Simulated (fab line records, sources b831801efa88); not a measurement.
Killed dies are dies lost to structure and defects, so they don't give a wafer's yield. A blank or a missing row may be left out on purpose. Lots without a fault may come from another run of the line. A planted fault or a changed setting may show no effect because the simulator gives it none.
One fault seen from 2 desks | flow sky130 | each desk has only its own numbers; what lay behind them comes last

THE METROLOGY DESK
What the gauges read, lot by lot, whatever tool the lot ran on: means of the sampled wafers that have a number. A lot is out of limits, marked OUT, if its mean lies more than 4 standard deviations from the usual mean; the brackets give that distance.
Columns: A = LOCAL_INTERCONNECT_OVL at SKY_LOCAL_INTERCONNECT_OVL_MEAS_12, usual -3 nm
lot  | first seen here | A
L189 | day 29 17:03    | 6
L190 | day 30 00:24    | -3
L191 | day 30 13:40    | -1
L192 | day 31 01:05    | -1
L193 | day 32 05:12    | -4
L195 | day 32 07:02    | -9
L197 | day 32 15:29    | -9
L201 | day 34 05:55    | 0
L202 | day 34 11:44    | -4
L209 | day 36 17:26    | -3
L210 | day 37 01:38    | -11
L211 | day 37 04:29    | 1
L212 | day 37 10:17    | 1
This desk's finding: nothing out of limits on any of the 13 lots.

THE TOOL OWNER'S DESK: implanter-02
The tool's own readings at SKY_LDD_N_IMPLANT_09: means of the sampled wafers that have a number, for each lot that ran on this tool. A lot is out of limits, marked OUT, if its mean lies more than 4 standard deviations from the usual mean; the brackets give that distance.
Columns: A = beam_energy_keV at SKY_LDD_N_IMPLANT_09, usual 19.999
lot  | first seen here | A
L189 | day 17 02:50    | 19.993
L190 | day 17 09:49    | 20.001
L191 | day 18 01:53    | 19.996
L197 | day 20 10:20    | 20.002
L201 | day 22 03:11    | 18.406 (-99 or more) OUT
L202 | day 22 08:25    | 18.404 (-99 or more) OUT
L211 | day 25 07:50    | 20.002
L212 | day 25 16:38    | 19.998
This desk's finding: out of limits on L201, L202; first on L201, day 22 03:11 (beam_energy_keV at SKY_LDD_N_IMPLANT_09). In limits: L189, L190, L191, L197, L211, L212.

PUT TOGETHER
The tool owner's desk could have raised an alarm at day 22 03:11, on L201, L202.
The metrology desk saw nothing out of limits.
The metrology desk has L201, L202 on record, within its limits.
Of the lots named, all ran SKY_LDD_N_IMPLANT_09 on implanter-02.

WHAT THE SIMULATOR HAD PUT IN
Process parameter drift: implanter-02, from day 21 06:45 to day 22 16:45, at SKY_LDD_N_IMPLANT_09. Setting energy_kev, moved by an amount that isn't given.
Lots struck among those shown: L201, L202.
Hours from the fault's start to each desk's first reading out of limits: the tool owner's desk, 20.
